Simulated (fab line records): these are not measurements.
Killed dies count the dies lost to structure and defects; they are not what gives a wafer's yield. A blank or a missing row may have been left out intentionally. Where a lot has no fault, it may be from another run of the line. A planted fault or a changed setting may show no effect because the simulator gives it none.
A struck lot beside a sound one -- flow gf180mcu -- 27 steps out of a route of 602
Sound: the wafers L565.1, L565.2, L565.3. Wafers L556.2, L556.5, L556.6 were the ones struck. At the end, the cause is stated.
Order at every step that has rows: each side's tool, ch and its chambers, its first start. Under that, the readings that differ: sound wafers -- struck wafers -- difference of the means -- sigmas: that difference in standard deviations of wafers without a fault.
alike: readings with means less than 2 such deviations apart, plus words and numbers identical on both sides. not compared: withheld readings, readings lacking a value on some wafer, bounds such as >300 that could conceal the same value, and numbers that have no deviation in the record and whose values overlap.
The two part at a step that has a row with sigmas, a row that says differs or no value, or rows on one side only. Numbers that don't overlap but have no deviation are shown without sigmas and don't part them. A reading missing from all wafers of one side parts the sides only when that side holds two or more wafers.

first, 1 step without rows for these wafers: GF_VT_IMPLANT_IMPLANT_08.
GF_VT_IMPLANT_STRIP_09: strips in O2/N2.
  sound on plasma asher-04 ch 0,1, day 9 22:25; struck on plasma asher-03 ch 0,1, day 7 16:31
  alike: chamber pressure mTorr, drypump motor current A, heater power w, oes product au, strip time to endpoint s
  not compared: rf hours counter h
GF_VT_IMPLANT_TW_MEAS_10:
  sound on film metro-01 at day 9 22:31; struck on film metro-01 at day 7 16:37
  alike: VT_IMPLANT_TW
then, 7 steps without rows for these wafers: GF_VT_IMPLANT_DEHYDRATE_11 (time 60 s); GF_VT_IMPLANT_HMDS_12 (prime time 60 s); GF_VT_IMPLANT_COAT_13 (resist thk 1000 nm); GF_VT_IMPLANT_SOFTBAKE_14 (time 60 s); GF_VT_IMPLANT_EXPOSE_15 (exposes mask Nwell LV AREA, target cd 860 nm); GF_VT_IMPLANT_PEB_16; GF_VT_IMPLANT_DEVELOP_17 (develop time 60 s).
GF_VT_IMPLANT_OVL_MEAS_18:
  sound on overlay-02 at day 10 16:53; struck on overlay-01 at day 8 09:08
  alike: VT_IMPLANT_01_OVL
then, 1 step without rows for these wafers: GF_VT_IMPLANT_IMPLANT_19.
GF_VT_IMPLANT_STRIP_20: strips in O2/N2.
  sound on plasma asher-04 ch 0,1, day 10 17:04; struck on plasma asher-02 ch 0,1, day 8 09:19
  no value came back on the struck wafers for any of 5 readings (chamber pressure mTorr (mTorr), drypump motor current A (A) and others); on the sound wafers chamber pressure mTorr (mTorr) reads 1497 1498 1501
reading,sound,struck,difference,sigmas
model.NOVOLAK_of_VT_IMPLANT_COAT_13.thk nm (nm),0 0 0,1006 1004 1005,+1005,
  not compared: rf hours counter h
GF_VT_IMPLANT_TW_MEAS_21:
  sound on film metro-01 at day 10 17:10; struck on film metro-03 at day 8 09:26
reading,sound,struck,difference,sigmas
VT_IMPLANT_2_TW,1206 1211 1204,1245 1242 1241,+36,+3
then, 7 steps without rows for these wafers: GF_VT_IMPLANT_DEHYDRATE_22 (time 60 s); GF_VT_IMPLANT_HMDS_23 (prime time 60 s); GF_VT_IMPLANT_COAT_24 (resist thk 1000 nm); GF_VT_IMPLANT_SOFTBAKE_25 (time 60 s); GF_VT_IMPLANT_EXPOSE_26 (exposes mask LVPWELL HV AREA, target cd 860 nm); GF_VT_IMPLANT_PEB_27; GF_VT_IMPLANT_DEVELOP_28 (develop time 60 s).
GF_VT_IMPLANT_OVL_MEAS_29:
  sound on overlay-01 at day 11 10:56; struck on overlay-02 at day 9 02:27
  alike: VT_IMPLANT_02_OVL
then, 1 step without rows for these wafers: GF_VT_IMPLANT_IMPLANT_30.
GF_VT_IMPLANT_STRIP_31: strips in O2/N2.
  sound on plasma asher-02 ch 0,1, day 11 11:07; struck on plasma asher-04 ch 0,1, day 9 02:38
reading,sound,struck,difference,sigmas
strip time to endpoint s (s),12.64 12.68 12.66,27.71 27.69 27.73,+15.05,+99 or more
  alike: chamber pressure mTorr, drypump motor current A, heater power w, oes product au
  not compared: rf hours counter h
GF_VT_IMPLANT_TW_MEAS_32:
  sound on film metro-01 at day 11 11:13; struck on film metro-01 at day 9 02:44
reading,sound,struck,difference,sigmas
VT_IMPLANT_3_TW,268.1 268.1 267.2,29.9 29.8 29.9,-237.9,-95
then, 1 step without rows for these wafers: GF_VT_IMPLANT_DEHYDRATE_33 (time 60 s).
-- record jumps: 22 days separate the struck wafers' starts on either side; left off in module VT_IMPLANT, taken up again in module PASSIVATION, whose first shown step is the route's number 602 --
GF_PASSIVATION_PROBE_99:
  rows exist in the record for the struck wafers here (prober-01, day 31 07:50), but not for the sound ones

== WHERE THEY PART ==
Last at GF_PASSIVATION_PROBE_99 as far as this record goes, first at GF_VT_IMPLANT_STRIP_20.

WHY: the cause the simulator had injected
At GF_VT_IMPLANT_STRIP_20, the step was skipped entirely on plasma asher-02 from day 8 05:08 on. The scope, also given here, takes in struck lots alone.
